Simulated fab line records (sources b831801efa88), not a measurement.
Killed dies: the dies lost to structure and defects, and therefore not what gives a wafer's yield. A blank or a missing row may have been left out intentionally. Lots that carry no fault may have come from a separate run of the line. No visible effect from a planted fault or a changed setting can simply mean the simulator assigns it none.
8D (eight disciplines) problem report, filled in by code :: flow sky130 :: the parts of the form that need people (team, actions taken, sign-off) are left out

1. WHAT IS WRONG
Wafers without a fault read 15, standard deviation 4.3; killedAtFrontEnd at SKY_PAD_OPEN_PROBE_99 reads a mean of 59 on 6 wafers belonging to 2 lots. Relative to the usual mean, that is a shift of +10 standard deviations.
Earliest sighting: wafer L388.1 on prober-02 at day 50 03:50. The record holds 6 wafers of 2 lots with a number at this step. Rule for "out" (also "out of limits"): further than 4 standard deviations from the usual mean. All remaining wafers that have a number are taken as sound.

2. WHAT IT IS, AND WHAT IT ISN'T
question: which readings at this step
is: killedAtFrontEnd
is not: killed_at_M0_to_M3, killed_at_M4_up, killedAtContacts, killedOpen, killedShort

question: which lots
is: L388, L389
is not: -

question: which wafers of those lots
is: all that have a number
is not: -

question: read on which tools
is: prober-01, prober-02
is not: -

question: when
is: from day 50 03:50
is not: up to then (0 sound wafers)

3. SUSPECTS, AND WHAT RULES EACH OUT
Counting: any tool at a process step up to the reading is kept as a suspect provided that every lot that is out went through it and no sound lot did after the first of them.
- plasmaAsher-01 at SKY_FIELD_ISO_STRIP_16 (strips in O2/N2): kept. It ran every lot that is out, first L388 (day 6 03:05), and no sound lot after that.
- pvdSputter-01 at SKY_CAP2M_SPUTTER_02 (material TiN, target thk 200 nm, time 166.7 s): kept. It ran every lot that is out, first L388 (day 44 22:55), and no sound lot after that.
- plasmaAsher-01 at SKY_PAD_OPEN_STRIP_08 (strips in O2/N2): kept. It ran every lot that is out, first L388 (day 50 01:37), and no sound lot after that.
plasmaAsher-01 at SKY_FIELD_ISO_STRIP_16, pvdSputter-01 at SKY_CAP2M_SPUTTER_02 and plasmaAsher-01 at SKY_PAD_OPEN_STRIP_08 are what is left after counting.

4. THE CAUSE (what the simulator had put in)
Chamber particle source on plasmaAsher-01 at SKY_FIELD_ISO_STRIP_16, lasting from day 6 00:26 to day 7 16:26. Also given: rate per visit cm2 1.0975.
This tool is one of the 3 suspects left after counting.

5. SEQUENCE OF EFFECTS, ordered by route
Rows list readings where the struck wafers' mean (over those with a number) sits beyond 3 standard deviations from the usual. Only readings whose record carries a usual standard deviation are examined. hours: median over the lots of the time between each lot's start at the first step of this table that gives one and its start at this step. sigmas: the change, counted in usual standard deviations.
hours: 0
step: SKY_PAD_OPEN_PROBE_99
reading: killedAtFrontEnd
usual: 15
on struck wafers: 59
change: +44
sigmas: +10

hours: 0
step: SKY_PAD_OPEN_PROBE_99
reading: killedDies
usual: 86
on struck wafers: 130
change: +44
sigmas: +4.5
Process steps it contains:
- SKY_PAD_OPEN_PROBE_99

6. HOW IT WOULD HAVE BEEN CAUGHT EARLIER
The fault began at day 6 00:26; the first out-of-limits reading in this record came at day 50 03:50, 1059 hours later.
An alarm limit of 4 standard deviations would not have fired on the tool readings at SKY_FIELD_ISO_STRIP_16 for which the record gives a usual standard deviation, since none of them was out on any struck wafer.
Each of the lots that are out, 2 in all, had begun SKY_FIELD_ISO_STRIP_16 on plasmaAsher-01 no later than day 50 03:50. None of them would have been spared by holding the tool at that moment.
